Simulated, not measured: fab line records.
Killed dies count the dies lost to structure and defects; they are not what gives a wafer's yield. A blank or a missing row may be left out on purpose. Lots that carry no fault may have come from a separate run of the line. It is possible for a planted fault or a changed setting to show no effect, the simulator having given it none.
A lot that was struck, set against a sound lot + flow sky130 + 16 steps out of a route of 708
Sound: wafers L742.2, L742.4, L742.6. The struck wafers were L751.3, L751.5, L751.6. The cause is given at the end.
Per side, at each step with rows, come the tool, then ch with its chambers, and then its first start. Under that, the readings that differ: sound wafers + struck wafers + difference of the means + sigmas: that difference in standard deviations of wafers without a fault.
alike: same words and numbers on both sides, and readings whose means sit less than 2 such deviations apart. not compared: any withheld reading, any reading some wafer has no value for, any bound like >300 that may hide the same value, and any number with overlapping values for which the record gives no deviation.
A row with sigmas, a row that says differs or no value, or rows on one side alone: a step with any of these is where the two part. Non-overlapping numbers with no deviation appear without sigmas and do not part them. A reading missing from all wafers of one side parts the sides only when that side holds two or more wafers.

SKY_NWELL_RS_MEAS_29: a four-point-probe measurement.
  sound on film-metro-03, day 6 15:23; struck on film-metro-02, day 8 18:41
  alike: NWELL_RS
SKY_NWELL_RS_MEAS_31: a four-point-probe measurement.
  sound on film-metro-03, day 6 15:37; struck on film-metro-02, day 8 18:55
  alike: PWDE_RS
then, 7 steps without rows for these wafers: SKY_VT_ADJUST_HVTP_DEHYDRATE_00 (time 60 s); SKY_VT_ADJUST_HVTP_HMDS_01 (prime time 60 s); SKY_VT_ADJUST_HVTP_COAT_02 (resist thk 1140 nm); SKY_VT_ADJUST_HVTP_SOFTBAKE_03 (time 60 s); SKY_VT_ADJUST_HVTP_EXPOSE_04 (exposes mask HVTPM, target cd 380 nm); SKY_VT_ADJUST_HVTP_PEB_05; SKY_VT_ADJUST_HVTP_DEVELOP_06 (develop time 60 s).
SKY_VT_ADJUST_HVTP_CD_MEAS_07 targets a cd of 380 nm.
  sound on cd-sem-02, day 7 10:32; struck on cd-sem-01, day 9 16:51
  alike: cd-nm
SKY_VT_ADJUST_HVTP_OVL_MEAS_08:
  sound on overlay-02, day 7 10:38; struck on overlay-01, day 9 16:56
  alike: VT_ADJUST_HVTP_OVL
SKY_VT_ADJUST_HVTP_IMPLANT_09:
  sound on implanter-03 ch 0, day 7 10:41; struck on implanter-01 ch 0, day 9 17:01
  alike: beam-on-s, end-station-pressure-torr
SKY_VT_ADJUST_HVTP_STRIP_10: strips in O2/N2.
  sound on plasma-asher-04 ch 0,1, day 7 10:49; struck on plasma-asher-04 ch 0,1, day 9 17:09
  alike: drypump-motor-current-A, oes-product-au, strip-time-to-endpoint-s
  not compared: rf-hours-counter-h
SKY_VT_ADJUST_HVTP_TW_MEAS_11:
  sound on film-metro-01, day 7 10:55; struck on film-metro-02, day 9 17:14
| reading           | sound          | struck         | difference | sigmas |
|-------------------|----------------|----------------|------------|--------|
| VT_ADJUST_HVTP_TW | 1349 1342 1349 | 1316 1323 1312 | -30        | -3     |
then, 1 step without rows for these wafers: SKY_VT_ADJUST_LVTN_DEHYDRATE_00 (time 60 s).
-- record jumps: 40 days separate the struck wafers' starts on either side; left off in module VT_ADJUST_LVTN, taken up again in module PAD_OPEN, whose first shown step is the route's number 708 --
SKY_PAD_OPEN_PROBE_99:
  sound on prober-01, day 47 06:29; struck on prober-02, day 49 05:59
| reading                                  | sound                   | struck                 | difference | sigmas |
|------------------------------------------|-------------------------|------------------------|------------|--------|
| model.etest.tip-p.rs-ohm-sq              | 6969 6984 6904          | 6540 6542 6571         | -401       |        |
| model.etest.tip-p.rs-ohm-sq-range        | 258.4 271.3 191.1       | 341.4 434 393.6        | +149.4     |        |
| model.etest.pfet_01v8.drive-ua-um        | 192.9 196.8 187.6       | 212.6 211.3 210        | +18.9      |        |
| model.etest.pfet_01v8_mvt.drive-ua-um    | 152.3 153.6 151.1       | 166.5 166.8 165.2      | +13.8      |        |
| model.etest.pfet_01v8.drive-ua-um-range  | 5.52 7.928 6.417        | 12.64 19.81 13.62      | +8.73      |        |
| model.etest.pfet_01v8_hvt.drive-ua-um    | 142.8 145.3 139.6       | 156.1 156.8 156.9      | +14.0      |        |
| model.etest.pfet_01v8_mvt.off-log10-a-um | -10.6 -10.69 -10.77     | -9.438 -9.361 -9.21    | +1.350     |        |
| model.etest.pfet_01v8_mvt.vt-sat-v (V)   | -0.5644 -0.5628 -0.5678 | -0.456 -0.4564 -0.4522 | +0.110     |        |
  alike: killed_at_M0_to_M3, killed_at_M4_up, killed-at-contacts, killed-at-front-end, killed-at-other, killed-dies, killed-open, killed-short

== WHERE THEY PART ==
Only at SKY_VT_ADJUST_HVTP_TW_MEAS_11, as far as this record shows. Later steps at which nothing parts them and some readings are alike: SKY_PAD_OPEN_PROBE_99.

WHY: what had been put in by the simulator
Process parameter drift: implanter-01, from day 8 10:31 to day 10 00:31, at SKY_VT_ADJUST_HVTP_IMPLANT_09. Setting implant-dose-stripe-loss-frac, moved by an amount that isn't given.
